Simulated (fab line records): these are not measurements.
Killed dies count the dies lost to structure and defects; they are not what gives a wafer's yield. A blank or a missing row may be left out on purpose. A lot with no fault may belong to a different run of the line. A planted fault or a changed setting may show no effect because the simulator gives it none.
Matching of chambers -- flow gf180mcu -- GF_V3_CMP_04 on cmp-01 has 4 sister chambers
The step polishes SiO2. 18 wafers are shown with their chamber, then 9 later ones without.

WAFERS PAIRED WITH THEIR CHAMBERS
wafer,chamber,motorCurrentA (A),timeToEndpointS (s),platenRpm (rpm)
L925.2,2,13.7,80,59.95
L925.5,2,13.6,77,60.08
L925.6,1,10.5,85,59.96
L931.1,2,14.2,77,59.97
L931.3,1,9.8,78,60.01
L931.4,0,12.0,84,60.11
L934.1,2,14.3,86,60.01
L934.2,0,11.4,89,59.97
L934.4,1,10.3,92,60.05
L935.1,0,11.6,83,60.06
L935.3,2,13.5,76,59.95
L935.6,2,14.2,81,59.96
L936.3,2,13.6,73,59.99
L936.4,0,11.8,83,59.97
L936.5,1,10.2,85,59.97
L937.1,2,13.9,75,60.07
L937.2,3,11.5,68,60.05
L937.6,3,11.8,77,60.03

SIGNATURES (means of the wafers above)
reading,chamber 0,chamber 1,chamber 2,chamber 3,scatter within a chamber
motorCurrentA,11.700,10.200,13.875,11.650,0.295
timeToEndpointS,84.75,85.00,78.12,72.50,4.47
platenRpm,60.0275,59.9975,59.9975,60.0400,0.0526
Rule: distance of a wafer from a chamber = root of the sum over the readings of ((wafer's reading minus chamber's mean) / reading's scatter) squared. If the next closest chamber is less than 2 further off than the closest, the wafer can't be placed; otherwise it belongs to the closest. The scatter is the square root of a quotient: the sum, over the shown wafers, of each reading's squared deviation from its chamber's mean, divided by wafers minus chambers.

WAFERS MISSING THEIR CHAMBER
wafer,motorCurrentA (A),timeToEndpointS (s),platenRpm (rpm)
L944.1,14.0,75,60.04
L944.2,10.5,76,60.10
L944.5,11.4,85,60.03
L946.2,11.6,79,59.96
L946.4,11.3,73,60.03
L946.5,12.5,77,60.02
L947.2,11.6,70,59.97
L947.3,14.4,70,60.00
L947.6,10.5,77,59.95

EACH ONE'S CHAMBER
wafer,from the rows above,in truth
L944.1,2,2
L944.2,can't be placed: 1 or 3 or 0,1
L944.5,can't be placed: 0 or 3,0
L946.2,can't be placed: 0 or 3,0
L946.4,can't be placed: 3 or 0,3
L946.5,can't be placed: 3 or 0 or 2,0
L947.2,3,3
L947.3,2,2
L947.6,1,1
Placed correctly: 4 of 9. Can't be placed from these rows: 5 (the true chamber is among the candidates in 5). Number placed wrongly: 0.
